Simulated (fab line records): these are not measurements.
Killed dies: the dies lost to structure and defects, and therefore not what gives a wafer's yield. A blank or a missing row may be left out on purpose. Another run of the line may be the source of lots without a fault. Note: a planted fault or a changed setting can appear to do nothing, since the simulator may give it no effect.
Which tool is to blame?	flow sky130	12 lots, 36 wafers sampled, at 3 steps of a route of 708

## WHAT THE GAUGES READ, wafer by wafer
SKY_METAL1_RS_MEAS_05: measures by four-point-probe.
lot	measured	on	METAL1_ALCU_RS (ohm/sq)
L075	day 31 16:03	filmMetro-04	0.1247 0.1268 0.1280
L077	day 32 16:11	filmMetro-04	0.1260 0.1267 0.1263
L079	day 33 04:29	filmMetro-03	0.1252 0.1255 0.1261
L081	day 33 20:29	filmMetro-01	0.1305 0.1275 0.1302
L083	day 34 16:41	filmMetro-04	0.1244 0.1253 0.1258
L085	day 35 07:43	filmMetro-04	0.1282 0.1276 0.1267
L087	day 35 21:23	filmMetro-03	0.1280 0.1311 0.1283
L089	day 36 18:09	filmMetro-04	0.1276 0.1261 0.1279
L091	day 37 02:17	filmMetro-04	0.1271 0.1279 0.1268
L093	day 37 18:04	filmMetro-01	0.1252 0.1243 0.1262
L095	day 38 07:14	filmMetro-04	0.1276 0.1269 0.1273
L097	day 38 22:37	filmMetro-04	0.1285 0.1282 0.1274

## WHAT TOOL EACH LOT RAN ON (gives the tool, then ch and the chambers of the sampled wafers, and finally the start)
lot	SKY_VT_ADJUST_LVTN_STRIP_20	SKY_CONTACT_ETCH_17
L075	plasmaAsher-03 ch 0, day 7 20:51	rieDiel-03 ch 0,1,3, day 31 14:28
L077	plasmaAsher-03 ch 0,1, day 8 13:27	rieDiel-03 ch 0,1,3, day 32 14:43
L079	plasmaAsher-03 ch 0,1, day 9 00:03	rieDiel-01 ch 2,3, day 33 02:58
L081	plasmaAsher-02 ch 0,1, day 9 15:45	rieDiel-01 ch 0,1,2, day 33 19:01
L083	plasmaAsher-03 ch 0,1, day 10 05:55	rieDiel-03 ch 0,1,2, day 34 15:10
L085	plasmaAsher-01 ch 0,1, day 10 19:49	rieDiel-03 ch 0,1,2, day 35 06:13
L087	plasmaAsher-02 ch 0,1, day 11 05:56	rieDiel-01 ch 0,1,3, day 35 19:52
L089	plasmaAsher-02 ch 0,1, day 12 01:28	rieDiel-01 ch 0,3, day 36 16:31
L091	plasmaAsher-02 ch 0,1, day 12 08:22	rieDiel-03 ch 0,3, day 37 00:46
L093	plasmaAsher-03 ch 0,1, day 13 04:18	rieDiel-03 ch 0,1,3, day 37 16:34
L095	plasmaAsher-01 ch 0,1, day 13 15:26	rieDiel-02 ch 0,2,3, day 38 05:43
L097	plasmaAsher-03 ch 0,1, day 14 05:45	rieDiel-02 ch 0,1,3, day 38 21:07
- SKY_VT_ADJUST_LVTN_STRIP_20: strips in O2/N2.
- SKY_CONTACT_ETCH_17: etches SiO2 in C4F8/O2/Ar, stops on Si3N4, target depth 340 nm.

## THE ANSWER, worked out from the rows above alone
Rule: the lots themselves supply what counts as usual. Put in order of their means at a reading, lots are off if they are a third of the lots or fewer, leave a main group of 4 or more, and stand apart from it by a gap of 3 or more times the standard deviation of the main group's means; of several such gaps the widest counts. A main group whose means are all the same, to the digits that the tables above print for the reading, isn't used. Also off: a lot with no number at a reading for which 4 or more lots have one. Where the step has rows for the other lots, those lots are counted as sound.
None of the lots is off at any reading shown; this tells nothing.

## WHAT HAD BEEN PUT IN BY THE SIMULATOR
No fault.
